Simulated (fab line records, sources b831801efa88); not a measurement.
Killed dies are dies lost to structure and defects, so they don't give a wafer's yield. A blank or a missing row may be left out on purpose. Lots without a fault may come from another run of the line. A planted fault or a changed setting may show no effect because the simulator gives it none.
Which tool did it? | flow sky130 | 11 lots, 33 wafers sampled, at 5 steps of a route of 708

WHAT THE GAUGES READ, wafer by wafer
The record holds no reading of a measuring or inspecting step that can be judged against a usual standard deviation.

WHICH TOOL RAN EACH LOT (tool, then ch and the chambers of the sampled wafers, then the start)
lot  | SKY_METAL4_SPUTTER_01        | SKY_METAL4_METAL_ETCH_18          | SKY_VIA4_SPUTTER_17          | SKY_METAL5_SPUTTER_03        | SKY_PAD_OPEN_PROBE_99
L804 | pvd_sputter-02, day 40 05:28 | rie_metal-01 ch 0,1, day 42 07:58 | pvd_sputter-02, day 43 09:22 | pvd_sputter-04, day 43 10:09 | prober-01, day 46 05:59
L805 | pvd_sputter-02, day 40 08:31 | rie_metal-04 ch 0, day 42 09:04   | pvd_sputter-01, day 43 10:05 | pvd_sputter-03, day 43 10:52 | prober-02, day 46 07:27
L807 | pvd_sputter-04, day 41 06:11 | rie_metal-04 ch 0,1, day 43 06:38 | pvd_sputter-01, day 44 06:19 | pvd_sputter-01, day 44 07:08 | prober-01, day 47 02:44
L808 | pvd_sputter-04, day 41 15:13 | rie_metal-03 ch 1, day 43 14:50   | pvd_sputter-01, day 44 14:41 | pvd_sputter-04, day 44 15:49 | prober-02, day 47 08:56
L810 | pvd_sputter-03, day 42 00:10 | rie_metal-01 ch 0, day 43 22:49   | pvd_sputter-02, day 44 23:05 | pvd_sputter-01, day 44 23:54 | prober-02, day 47 18:05
L811 | pvd_sputter-04, day 42 01:31 | rie_metal-03 ch 0, day 44 00:43   | pvd_sputter-02, day 45 00:59 | pvd_sputter-04, day 45 02:02 | prober-01, day 47 19:59
L812 | pvd_sputter-04, day 42 05:10 | rie_metal-04 ch 0,1, day 44 04:01 | pvd_sputter-02, day 45 03:37 | pvd_sputter-03, day 45 04:55 | prober-02, day 47 22:49
L816 | pvd_sputter-04, day 43 04:15 | rie_metal-03 ch 0,1, day 45 01:38 | pvd_sputter-02, day 46 01:08 | pvd_sputter-03, day 46 01:55 | prober-02, day 48 18:02
L822 | pvd_sputter-02, day 44 14:05 | rie_metal-03 ch 0,1, day 46 10:22 | pvd_sputter-02, day 47 07:59 | pvd_sputter-03, day 47 08:47 | prober-01, day 49 19:35
L823 | pvd_sputter-03, day 44 20:34 | rie_metal-03 ch 0,1, day 46 16:48 | pvd_sputter-04, day 47 15:36 | pvd_sputter-03, day 47 17:13 | prober-02, day 50 02:10
L824 | pvd_sputter-03, day 45 01:39 | rie_metal-01 ch 0,1, day 46 21:16 | pvd_sputter-01, day 47 19:48 | pvd_sputter-01, day 47 20:35 | prober-01, day 50 05:51
- SKY_METAL4_SPUTTER_01: material TiN, target thk 20 nm, time 16.7 s.
- SKY_METAL4_METAL_ETCH_18: etches the open film in Cl2/BCl3, stops on SiO2, target depth 845 nm, time 183.1 s.
- SKY_VIA4_SPUTTER_17: material TiN, target thk 20 nm, time 80 s.
- SKY_METAL5_SPUTTER_03: material Ti, target thk 5 nm, time 3.3 s.
- SKY_PAD_OPEN_PROBE_99

WHAT THE TOOLS THEMSELVES READ (means of the sampled wafers that have a number; where no wafer has one, the mark that the record gives instead)
SKY_METAL4_SPUTTER_01.
lot  | tool           | cathode_dc_power_W (W) | throttle_valve_pct (%)
L804 | pvd_sputter-02 | 6500.6                 | 30.6
L805 | pvd_sputter-02 | 6499.6                 | 30.6
L807 | pvd_sputter-04 | 6499.2                 | 28.8
L808 | pvd_sputter-04 | 6499.9                 | 28.9
L810 | pvd_sputter-03 | 6499.6                 | 29.2
L811 | pvd_sputter-04 | 6500.1                 | 29.9
L812 | pvd_sputter-04 | 6499.7                 | 29.8
L816 | pvd_sputter-04 | 6498.9                 | 28.9
L822 | pvd_sputter-02 | 6499.5                 | 31.9
L823 | pvd_sputter-03 | 6499.6                 | 30.1
L824 | pvd_sputter-03 | 6499.7                 | 29.4

SKY_METAL4_METAL_ETCH_18.
lot  | tool         | drypump_motor_current_A (A) | oes_product_au (a.u.) | throttle_valve_pct (%)
L804 | rie_metal-01 | 5.9                         | 0.854                 | 22.273
L805 | rie_metal-04 | 5.0                         | 0.871                 | 22.257
L807 | rie_metal-04 | 5.4                         | 0.857                 | 22.263
L808 | rie_metal-03 | 5.6                         | 0.869                 | 22.261
L810 | rie_metal-01 | 5.7                         | 0.865                 | 22.264
L811 | rie_metal-03 | 5.3                         | 0.863                 | 22.263
L812 | rie_metal-04 | 5.4                         | 0.867                 | 22.259
L816 | rie_metal-03 | 5.4                         | 0.854                 | 22.255
L822 | rie_metal-03 | 5.5                         | 0.865                 | 22.261
L823 | rie_metal-03 | 5.5                         | 0.868                 | 22.265
L824 | rie_metal-01 | 5.9                         | 0.858                 | 22.261

SKY_VIA4_SPUTTER_17.
lot  | tool           | cathode_dc_power_W (W) | throttle_valve_pct (%)
L804 | pvd_sputter-02 | 3999.8                 | 31.0
L805 | pvd_sputter-01 | 4000.2                 | 30.0
L807 | pvd_sputter-01 | 4000.1                 | 29.6
L808 | pvd_sputter-01 | 3999.2                 | 29.6
L810 | pvd_sputter-02 | 3999.8                 | 32.3
L811 | pvd_sputter-02 | 4000.7                 | 30.7
L812 | pvd_sputter-02 | 3999.8                 | 31.1
L816 | pvd_sputter-02 | 4000.4                 | 31.2
L822 | pvd_sputter-02 | 3999.9                 | 31.9
L823 | pvd_sputter-04 | 4000.7                 | 29.5
L824 | pvd_sputter-01 | 4000.3                 | 29.7

SKY_METAL5_SPUTTER_03.
lot  | tool           | cathode_dc_power_W (W) | throttle_valve_pct (%)
L804 | pvd_sputter-04 | 3000.0                 | 29.9
L805 | pvd_sputter-03 | 2999.5                 | 28.8
L807 | pvd_sputter-01 | 3000.0                 | 29.7
L808 | pvd_sputter-04 | 2999.5                 | 29.5
L810 | pvd_sputter-01 | 3000.4                 | 29.7
L811 | pvd_sputter-04 | 2999.5                 | 29.3
L812 | pvd_sputter-03 | 2999.5                 | 29.1
L816 | pvd_sputter-03 | 3000.4                 | 29.2
L822 | pvd_sputter-03 | 3000.1                 | 29.9
L823 | pvd_sputter-03 | 2999.8                 | 28.4
L824 | pvd_sputter-01 | 2999.9                 | 29.7

SKY_PAD_OPEN_PROBE_99.
lot  | tool      | defect_limited_yield (%) | killed_at_M0_to_M3 | killed_at_M4_up | killed_at_contacts | killed_at_front_end | killed_at_other | killed_dies | killed_on_rim | killed_open | killed_short | sort_bin_3_pad_short (%) | sort_bin_5_function (%) | sort_bin_6_memory (%) | sort_bin_8_speed (%) | sort_n_pass | sort_yield_pct (%)
L804 | prober-01 | 83.8                     | 43                 | 2.7             | 24                 | 10                  | 0.0             | 80          | 14            | 46          | 34           | 0.4                      | 10.2                    | 5.6                   | 0.00                 | 412         | 83.8
L805 | prober-02 | 81.9                     | 41                 | 6.0             | 25                 | 16                  | 0.7             | 89          | 15            | 44          | 43           | 1.0                      | 10.9                    | 6.2                   | 0.00                 | 403         | 81.9
L807 | prober-01 | 81.2                     | 48                 | 4.0             | 25                 | 15                  | 0.0             | 92          | 18            | 49          | 43           | 1.3                      | 10.9                    | 6.6                   | 0.00                 | 400         | 81.2
L808 | prober-02 | 81.7                     | 45                 | 5.7             | 24                 | 14                  | 0.3             | 90          | 15            | 45          | 45           | 1.1                      | 10.6                    | 6.6                   | 0.00                 | 402         | 81.7
L810 | prober-02 | 83.0                     | 39                 | 4.7             | 29                 | 10                  | 0.3             | 83          | 17            | 45          | 38           | 0.9                      | 10.3                    | 5.8                   | 0.00                 | 409         | 83.0
L811 | prober-01 | 82.5                     | 43                 | 3.3             | 23                 | 16                  | 0.3             | 86          | 18            | 42          | 44           | 1.3                      | 9.7                     | 6.4                   | 0.00                 | 406         | 82.5
L812 | prober-02 | 79.0                     | 44                 | 19.0            | 24                 | 16                  | 0.0             | 103         | 20            | 50          | 37           | 2.2                      | 12.1                    | 6.7                   | 0.00                 | 389         | 79.0
L816 | prober-02 | 80.1                     | 39                 | 20.0            | 28                 | 10                  | 0.3             | 98          | 24            | 43          | 38           | 1.8                      | 12.6                    | 5.5                   | 0.00                 | 394         | 80.1
L822 | prober-01 | 81.6                     | 44                 | 2.7             | 25                 | 19                  | 0.0             | 91          | 18            | 46          | 45           | 1.0                      | 11.6                    | 5.8                   | 0.07                 | 401         | 81.5
L823 | prober-02 | 80.2                     | 50                 | 3.3             | 23                 | 21                  | 0.0             | 97          | 22            | 49          | 48           | 1.1                      | 11.8                    | 6.9                   | 0.00                 | 395         | 80.2
L824 | prober-01 | 82.0                     | 46                 | 4.7             | 22                 | 15                  | 1.0             | 89          | 17            | 46          | 41           | 0.8                      | 10.9                    | 6.3                   | 0.00                 | 403         | 82.0

THE ANSWER, worked out from the rows above alone
Rule: what is usual is taken from the lots themselves. Put in order of their means at a reading, lots are off if they are a third of the lots or fewer, leave a main group of 4 or more, and stand apart from it by a gap of 3 or more times the standard deviation of the main group's means; of several such gaps the widest counts. A main group whose means are all the same, to the digits that the tables above print for the reading, isn't used. A lot without any number at a reading at which 4 lots or more have one is off too. The other lots that the step has rows for count as sound. The gauges are gone through in route order, then the tools' own readings, and for those a lot's mean is taken as printed above. The first step at which some lot is off is used, and at that step the reading that is off furthest; a lot without a number counts as furthest.
Off: L812, L816, at SKY_PAD_OPEN_PROBE_99 (killed_at_M4_up). The main group: mean 4.1, standard deviation 1.2.
A tool fits if, at that step or a process step before it, it ran every lot that is off, and no sound lot after the first of them. One fits: pvd_sputter-04 at SKY_METAL4_SPUTTER_01. Its last sound lot is L811 (day 42 01:31), its first lot that is off L812 (day 42 05:10): a fault that began between those two fits.

WHAT THE SIMULATOR HAD PUT IN
Chamber particle source: pvd_sputter-04, from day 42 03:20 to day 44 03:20, at SKY_METAL4_SPUTTER_01. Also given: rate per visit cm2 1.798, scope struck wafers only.
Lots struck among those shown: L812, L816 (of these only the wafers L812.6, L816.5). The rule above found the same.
